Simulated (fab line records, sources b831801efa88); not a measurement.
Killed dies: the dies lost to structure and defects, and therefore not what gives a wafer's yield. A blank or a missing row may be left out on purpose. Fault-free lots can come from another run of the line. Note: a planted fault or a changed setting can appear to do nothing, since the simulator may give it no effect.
Which tool is to blame?    flow sky130    12 lots, 36 wafers sampled, at 5 steps of a route of 708

## WHAT THE GAUGES READ, wafer by wafer
SKY_GATE_OXIDE_THK_MEAS_02.
lot   measured      on             GATE_OXIDE_OXIDATION_00_THK (nm)
L942  day 13 07:42  film metro-04  10.71 10.64 10.50
L944  day 13 23:08  film metro-01  10.17 10.22 10.07
L945  day 14 02:02  film metro-01  10.17 10.41 10.35
L947  day 15 00:38  film metro-01  10.04 10.00 10.10
L949  day 15 17:59  film metro-01  10.36 10.21 10.35
L950  day 16 00:32  film metro-04  10.34 10.10 10.33
L953  day 16 21:41  film metro-04  10.54 10.15 10.43
L955  day 17 14:55  film metro-04  10.05 10.10 10.33
L956  day 18 06:25  film metro-04  9.44 9.40 9.44
L957  day 18 11:51  film metro-01  10.44 10.30 10.37
L959  day 18 22:02  film metro-03  9.90 9.98 9.53
L964  day 21 09:20  film metro-04  10.27 10.40 10.33

SKY_VIA2_RS_MEAS_22: measures by four-point-probe.
lot   measured      on             VIA2_W_RS (ohm/sq)
L942  day 36 18:54  film metro-04  0.272 0.271 0.274
L944  day 37 15:04  film metro-04  0.281 0.277 0.276
L945  day 37 15:26  film metro-02  0.274 0.274 0.275
L947  day 38 15:31  film metro-01  0.274 0.274 0.275
L949  day 39 02:50  film metro-02  0.273 0.274 0.273
L950  day 39 09:16  film metro-04  0.279 0.275 0.276
L953  day 40 05:26  film metro-04  0.273 0.273 0.272
L955  day 40 18:10  film metro-04  0.273 0.271 0.274
L956  day 41 09:14  film metro-01  0.279 0.273 0.280
L957  day 41 17:19  film metro-02  0.272 0.276 0.271
L959  day 41 20:20  film metro-04  0.276 0.279 0.278
L964  day 43 16:51  film metro-04  0.280 0.280 0.280

## TOOL THAT RAN EACH LOT (tool first, then ch and the chambers of the sampled wafers, then the start)
lot   SKY_GATE_OXIDE_OXIDATION_01    SKY_METAL1_STRIP_20                   SKY_VIA1_CMP_02
L942  furnace-02 ch 0, day 13 06:17  plasma asher-03 ch 0,1, day 33 07:14  cmp-01 ch 0,2,3, day 33 08:12
L944  furnace-02 ch 0, day 13 21:43  plasma asher-02 ch 0,1, day 34 03:17  cmp-02 ch 1,2,3, day 34 04:09
L945  furnace-02 ch 0, day 14 00:37  plasma asher-04 ch 0,1, day 34 04:16  cmp-02 ch 0,3, day 34 05:02
L947  furnace-01 ch 0, day 14 23:13  plasma asher-02 ch 0,1, day 35 03:19  cmp-02 ch 0,1,3, day 35 04:05
L949  furnace-02 ch 0, day 15 16:33  plasma asher-03 ch 0,1, day 35 16:37  cmp-01 ch 1,2, day 35 17:20
L950  furnace-02 ch 0, day 15 23:07  plasma asher-04 ch 0,1, day 35 22:01  cmp-02 ch 0,2, day 35 22:49
L953  furnace-02 ch 0, day 16 20:16  plasma asher-04 ch 0,1, day 36 20:05  cmp-02 ch 0,1,3, day 36 20:54
L955  furnace-02 ch 0, day 17 13:31  plasma asher-02 ch 0,1, day 37 09:49  cmp-02 ch 0,1, day 37 11:22
L956  furnace-02 ch 0, day 18 04:59  plasma asher-03 ch 0,1, day 38 02:08  cmp-02 ch 0,3, day 38 02:57
L957  furnace-01 ch 0, day 18 10:25  plasma asher-03 ch 0,1, day 38 09:43  cmp-01 ch 1,2, day 38 10:30
L959  furnace-02 ch 0, day 18 20:37  plasma asher-03 ch 0,1, day 38 12:55  cmp-01 ch 1,3, day 38 14:19
L964  furnace-01 ch 0, day 21 07:54  plasma asher-03 ch 0,1, day 40 12:16  cmp-02 ch 1,3, day 40 13:05
- SKY_GATE_OXIDE_OXIDATION_01: stabilise 600 s, purge 300 s, target thk 10.268 nm.
- SKY_METAL1_STRIP_20: strips in O2/N2.
- SKY_VIA1_CMP_02: polishes SiO2.

## WHAT THE TOOLS THEMSELVES READ (means of the sampled wafers that have a number; where no wafer has one, the mark that the record gives instead)
SKY_GATE_OXIDE_OXIDATION_01.
lot   tool        spike tc centre C (C)  spike tc top C (C)  spike tc upper C (C)  zone power centre pct (%)  zone power upper pct (%)
L942  furnace-02  900.6                  911.5               900.7                 18.94                      19.3
L944  furnace-02  900.7                  912.5               902.4                 18.80                      19.3
L945  furnace-02  902.3                  911.6               900.4                 18.81                      19.4
L947  furnace-01  900.3                  915.7               901.3                 18.51                      20.1
L949  furnace-02  901.3                  911.6               901.7                 18.84                      19.1
L950  furnace-02  901.0                  911.3               901.5                 18.72                      19.3
L953  furnace-02  900.2                  912.1               900.6                 18.84                      19.4
L955  furnace-02  899.8                  911.0               902.2                 18.94                      19.5
L956  furnace-02  873.4                  911.6               905.4                 8.84                       24.6
L957  furnace-01  901.1                  914.8               902.0                 18.43                      19.8
L959  furnace-02  873.1                  911.8               904.8                 8.85                       24.8
L964  furnace-01  901.7                  913.8               902.1                 18.46                      20.1

SKY_METAL1_STRIP_20.
lot   tool             drypump motor current A (A)  oes product au (a.u.)  strip time to endpoint s (s)
L942  plasma asher-03  6.02                         0.338                  2.67
L944  plasma asher-02  6.15                         0.343                  2.72
L945  plasma asher-04  6.18                         0.344                  2.66
L947  plasma asher-02  6.17                         0.340                  2.78
L949  plasma asher-03  6.03                         0.340                  2.72
L950  plasma asher-04  6.14                         0.351                  2.80
L953  plasma asher-04  6.15                         0.341                  2.70
L955  plasma asher-02  6.22                         0.345                  2.71
L956  plasma asher-03  5.86                         0.343                  2.68
L957  plasma asher-03  6.01                         0.342                  2.72
L959  plasma asher-03  6.02                         0.339                  2.75
L964  plasma asher-03  6.02                         0.336                  2.74

SKY_VIA1_CMP_02.
lot   tool    motor current A (A)  slurry filter dp kPa (kPa)
L942  cmp-01  13.3                 13.58
L944  cmp-02  12.3                 13.62
L945  cmp-02  13.2                 13.42
L947  cmp-02  12.8                 13.63
L949  cmp-01  12.9                 13.61
L950  cmp-02  12.1                 13.43
L953  cmp-02  12.5                 13.48
L955  cmp-02  12.4                 13.56
L956  cmp-02  13.2                 13.39
L957  cmp-01  13.4                 13.52
L959  cmp-01  12.9                 13.42
L964  cmp-02  11.7                 13.45

## THE ANSWER, worked out from the rows above alone
Rule: what is usual is taken from the lots themselves. Put in order of their means at a reading, lots are off if they are a third of the lots or fewer, leave a main group of 4 or more, and stand apart from it by a gap of 3 or more times the standard deviation of the main group's means; of several such gaps the widest counts. Not used: any main group whose means are identical at the precision the tables above print for the reading. A lot without any number at a reading at which 4 lots or more have one is off too. All remaining lots with rows at the step are treated as sound. The gauges are gone through in route order, then the tools' own readings, and for those a lot's mean is taken as printed above. The first step at which some lot is off is used, and at that step the reading that is off furthest; a lot without a number counts as furthest.
Off: L956, L959 (SKY_GATE_OXIDE_OXIDATION_01, zone power centre pct). The main group has a mean of 18.73 % with a standard deviation of 0.18.
A tool fits if, at that step or a process step before it, it ran every lot that is off, and no sound lot after the first of them. One candidate fits, namely furnace-02 at SKY_GATE_OXIDE_OXIDATION_01. Its last sound lot is L955 (day 17 13:31), its first lot that is off L956 (day 18 04:59): a fault that began between those two fits.
The tool's own readings at SKY_GATE_OXIDE_OXIDATION_01 bear it out: on the lots that are off they differ by more than 5 times the standard deviation of the sound lots' means. spike tc centre C reads 873.2 C there against 900.9 C on the sound lots; spike tc upper C reads 905.1 C there against 901.5 C on the sound lots; zone power centre pct reads 8.84 % there against 18.73 % on the sound lots; zone power upper pct reads 24.7 % there against 19.5 % on the sound lots.

## WHAT THE SIMULATOR HAD INSERTED
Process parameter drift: furnace-02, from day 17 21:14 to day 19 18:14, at SKY_GATE_OXIDE_OXIDATION_01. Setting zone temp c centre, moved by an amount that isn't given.
Shown lots that were struck: L956, L959. Same finding as the rule above.
